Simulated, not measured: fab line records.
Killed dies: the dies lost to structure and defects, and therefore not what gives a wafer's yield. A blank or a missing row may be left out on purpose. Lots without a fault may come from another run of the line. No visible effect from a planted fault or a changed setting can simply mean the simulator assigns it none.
Which tool is to blame?    flow gf180mcu    13 lots, 39 wafers sampled, at 5 steps of a route of 602

WHAT EACH GAUGE READ, for each wafer
GF_POLY_GATE_THK_MEAS_17.
lot   measured      on             POLY_GATE_OXIDATION_THK (nm)
L465  day 9 05:50   film-metro-03  3.92 3.98 3.93
L466  day 9 11:46   film-metro-04  3.96 3.96 3.97
L467  day 10 03:20  film-metro-03  3.89 3.98 3.87
L469  day 10 12:15  film-metro-04  3.97 3.99 3.95
L470  day 11 05:48  film-metro-01  4.05 4.02 4.01
L471  day 11 05:48  film-metro-03  3.90 3.93 3.90
L474  day 11 19:11  film-metro-04  4.10 4.08 4.02
L478  day 13 03:59  film-metro-01  3.86 3.92 3.87
L479  day 13 09:19  film-metro-04  3.98 3.95 4.02
L480  day 13 19:46  film-metro-03  4.15 4.05 4.03
L484  day 14 22:04  film-metro-04  4.05 4.05 4.02
L485  day 15 04:38  film-metro-01  4.09 3.99 3.97
L486  day 15 12:21  film-metro-04  3.90 3.98 4.05

GF_HV_LDD_CD_MEAS_19: target cd 400 nm.
lot   measured      on         cd-nm (nm)
L465  day 10 17:43  cd-sem-01  399.5 399.3 399.6
L466  day 10 23:19  cd-sem-01  396.5 398.4 397.0
L467  day 11 15:08  cd-sem-02  395.7 398.0 396.7
L469  day 12 01:22  cd-sem-02  395.0 399.4 398.1
L470  day 12 19:45  cd-sem-02  398.2 397.3 397.0
L471  day 12 19:32  cd-sem-01  393.9 398.1 396.1
L474  day 13 10:46  cd-sem-01  400.7 399.4 398.3
L478  day 14 21:09  cd-sem-02  398.1 397.2 396.5
L479  day 15 03:32  cd-sem-02  397.4 398.2 395.8
L480  day 15 13:55  cd-sem-02  399.5 398.8 397.1
L484  day 16 17:37  cd-sem-02  399.7 400.8 404.2
L485  day 16 23:46  cd-sem-01  396.8 395.4 394.8
L486  day 17 08:27  cd-sem-01  398.6 398.5 397.5

GF_HV_LDD_RS_MEAS_53: measures by four-point-probe.
lot   measured      on             HV_LDD_RS (ohm/sq)
L465  day 12 07:15  film-metro-03  417.1 419.1 417.5
L466  day 12 14:48  film-metro-03  418.8 418.8 418.4
L467  day 13 06:49  film-metro-02  416.9 417.4 417.7
L469  day 13 18:15  film-metro-03  418.7 419.3 418.6
L470  day 14 13:59  film-metro-03  418.2 418.9 417.7
L471  day 14 13:14  film-metro-01  418.0 418.9 418.5
L474  day 15 05:48  film-metro-01  418.0 417.1 418.1
L478  day 16 17:17  film-metro-02  417.2 416.9 418.1
L479  day 17 00:52  film-metro-02  - - -
L480  day 17 12:06  film-metro-02  - - -
L484  day 18 16:08  film-metro-02  419.4 419.2 418.4
L485  day 18 23:43  film-metro-03  419.0 417.4 417.7
L486  day 19 08:43  film-metro-03  417.5 417.5 416.3

EACH LOT AND THE TOOL THAT RAN IT (in order: tool; ch and the chambers of the sampled wafers; start)
lot   GF_HV_LDD_IMPLANT_33             GF_HV_LDD_STRIP_49
L465  implanter-01 ch 0, day 11 11:26  plasma-asher-01 ch 0,1, day 12 06:58
L466  implanter-01 ch 0, day 11 18:26  plasma-asher-01 ch 0, day 12 14:31
L467  implanter-03 ch 0, day 12 10:19  plasma-asher-01 ch 0,1, day 13 06:32
L469  implanter-01 ch 0, day 12 21:20  plasma-asher-02 ch 0,1, day 13 17:58
L470  implanter-01 ch 0, day 13 15:38  plasma-asher-04 ch 0,1, day 14 13:43
L471  implanter-04 ch 0, day 13 15:20  plasma-asher-02 ch 0,1, day 14 12:58
L474  implanter-01 ch 0, day 14 07:37  plasma-asher-04 ch 0,1, day 15 05:26
L478  implanter-04 ch 0, day 15 18:20  plasma-asher-04 ch 0,1, day 16 17:01
L479  implanter-01 ch 0, day 16 02:14  plasma-asher-02 ch 0,1, day 17 00:35
L480  implanter-01 ch 0, day 16 12:39  plasma-asher-02 ch 0,1, day 17 11:49
L484  implanter-04 ch 0, day 17 15:53  plasma-asher-04 ch 0,1, day 18 15:50
L485  implanter-04 ch 0, day 17 23:29  plasma-asher-01 ch 0,1, day 18 23:19
L486  implanter-04 ch 0, day 18 07:53  plasma-asher-04 ch 0,1, day 19 08:26
- GF_HV_LDD_IMPLANT_33
- GF_HV_LDD_STRIP_49: strips in O2/N2.

AS READ BY THE TOOLS THEMSELVES (means over the sampled wafers that have a number; for cases with no such wafer, the mark the record gives instead)
GF_HV_LDD_IMPLANT_33.
lot   tool          tilt-deg (degrees)
L465  implanter-01  29.979
L466  implanter-01  30.020
L467  implanter-03  30.023
L469  implanter-01  30.025
L470  implanter-01  30.002
L471  implanter-04  30.004
L474  implanter-01  29.988
L478  implanter-04  29.987
L479  implanter-01  19.830
L480  implanter-01  19.818
L484  implanter-04  30.006
L485  implanter-04  30.014
L486  implanter-04  30.011

GF_HV_LDD_STRIP_49.
lot   tool             drypump-motor-current-A (A)  heater-power-w (W)  oes-product-au (a.u.)  strip-time-to-endpoint-s (s)
L465  plasma-asher-01  5.5                          368                 0.720                  12.65
L466  plasma-asher-01  5.3                          318                 0.716                  12.65
L467  plasma-asher-01  5.5                          367                 0.717                  12.65
L469  plasma-asher-02  5.9                          319                 0.716                  12.71
L470  plasma-asher-04  5.4                          359                 0.713                  12.65
L471  plasma-asher-02  5.8                          316                 0.712                  12.65
L474  plasma-asher-04  5.8                          345                 0.717                  12.69
L478  plasma-asher-04  5.4                          357                 0.715                  12.68
L479  plasma-asher-02  5.8                          323                 0.713                  12.69
L480  plasma-asher-02  5.9                          318                 0.723                  12.72
L484  plasma-asher-04  5.4                          361                 0.712                  12.61
L485  plasma-asher-01  5.4                          342                 0.714                  12.64
L486  plasma-asher-04  5.4                          355                 0.718                  12.67

THE ANSWER, worked out from the rows above alone
Rule: the usual values come from the lots themselves. The widest of any qualifying gaps counts: lots, ordered by their means at a reading, are off when they make up no more than a third of the lots, leave a main group of 4 or more, and stand apart from it by 3 or more times the standard deviation of that group's means. A main group whose means are all the same, to the digits that the tables above print for the reading, isn't used. A lot without any number at a reading at which 4 lots or more have one is off too. Any other lot the step has rows for is counted as sound. First the gauges in route order, then the tools' own readings, where a lot's mean is used as printed above. The first step at which some lot is off is used, and at that step the reading that is off furthest; a lot without a number counts as furthest.
Off: L479, L480, at GF_HV_LDD_RS_MEAS_53 (HV_LDD_RS). Without a number there: L479, L480. The main group has a mean of 418.1 ohm/sq with a standard deviation of 0.61.
If a tool, at a process step before that reading, ran all the lots that are off and no sound lot after the first of them, it fits. Not tried: the gauges at GF_HV_LDD_RS_MEAS_53; whatever is off there is also off at GF_HV_LDD_IMPLANT_33, on other tools, and gauge error can't account for it. Can't be told from this: 2 tools fit, implanter-01 at GF_HV_LDD_IMPLANT_33, plasma-asher-02 at GF_HV_LDD_STRIP_49.

WHAT THE SIMULATOR PUT IN
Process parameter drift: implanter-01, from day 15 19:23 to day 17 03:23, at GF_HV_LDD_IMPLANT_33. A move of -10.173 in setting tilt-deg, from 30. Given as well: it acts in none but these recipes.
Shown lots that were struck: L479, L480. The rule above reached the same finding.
